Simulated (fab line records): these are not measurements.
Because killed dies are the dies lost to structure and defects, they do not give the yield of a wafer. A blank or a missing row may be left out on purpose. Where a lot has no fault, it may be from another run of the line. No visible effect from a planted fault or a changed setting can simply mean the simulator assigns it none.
Code-filled problem report in 8D (eight disciplines) form + flow sky130 + the parts of the form that need people (team, actions taken, sign-off) are left out

## 1. WHAT IS WRONG
At SKY_FIELD_ISO_WET_ETCH_30, run_length_s averages 117 s over 6 wafers from 2 lots, while fault-free wafers read 78 s, standard deviation 3.1. That puts it +13 standard deviations away from the usual mean.
The step: etches SiO2 in dHF, target depth 25 nm, time 50 s.
First observed at day 5 00:41: wafer L807.1, on wet_bench-03. Wafers with a number at this step in the record: 36, from 12 lots. Rule for "out", or "out of limits": more than 4 standard deviations from the usual mean. The other wafers with a number count as sound.

## 2. WHAT IT IS; WHAT IT IS NOT
| question                    | is                     | is not                                                                                 |
|-----------------------------|------------------------|----------------------------------------------------------------------------------------|
| which readings at this step | run_length_s           | bath_heat_duty_pct, temp_c                                                             |
| which lots                  | L807, L811             | L797, L798, L799, L801, L802, L803, L814, L816, L817, L818                             |
| which wafers of those lots  | all that have a number | -                                                                                      |
| read on which tools         | wet_bench-03           | wet_bench-01, wet_bench-02                                                             |
| when                        | from day 5 00:41       | up to then (18 sound wafers); but 12 sound wafers of L814, L816, L817, L818 came after |

## 3. SUSPECTS, AND WHAT RULES EACH OUT
Counting: any tool at a process step up to the reading is kept as a suspect provided that every lot that is out went through it and no sound lot did after the first of them.
- wet_bench-03 at SKY_FIELD_ISO_WET_ETCH_30 (etches SiO2 in dHF, target depth 25 nm, time 50 s): kept. All lots that are out passed through it, beginning with L807 at day 5 00:41, and no sound lot followed; its final sound lot before that point was L801 at day 3 19:16. Out on those wafers are its own readings of run_length_s.
Remaining after the count: wet_bench-03 at SKY_FIELD_ISO_WET_ETCH_30.

## 4. THE CAUSE (what the simulator had put in)
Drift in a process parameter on wet_bench-03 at SKY_FIELD_ISO_WET_ETCH_30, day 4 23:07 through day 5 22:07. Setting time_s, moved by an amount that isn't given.
Only this tool survived the counting.

## 5. SEQUENCE OF EFFECTS, ordered by route
Each row: a reading whose mean over the struck wafers that have a number lies more than 3 standard deviations from the usual. Only readings for which the record gives a usual standard deviation are gone through. hours: the time from each lot's start at the first step in this table that gives one to its start at this step, as a median over the lots. sigmas: the change in usual standard deviations.
| hours | step                      | reading      | usual | on struck wafers | change | sigmas |
|-------|---------------------------|--------------|-------|------------------|--------|--------|
| 0     | SKY_FIELD_ISO_WET_ETCH_30 | run_length_s | 78 s  | 117              | +39    | +13    |
Here are the process steps it includes:
- SKY_FIELD_ISO_WET_ETCH_30: etches SiO2 in dHF, target depth 25 nm, time 50 s.
Later measuring or inspecting steps at which every struck wafer that the step has a row for has a number for every such reading, and none has moved that far: SKY_POLY_CUT_OVL_MEAS_09.

## 6. WHAT WOULD HAVE CAUGHT IT SOONER
The fault began at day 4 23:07; the first out-of-limits reading in this record came at day 5 00:41, 2 hours later.
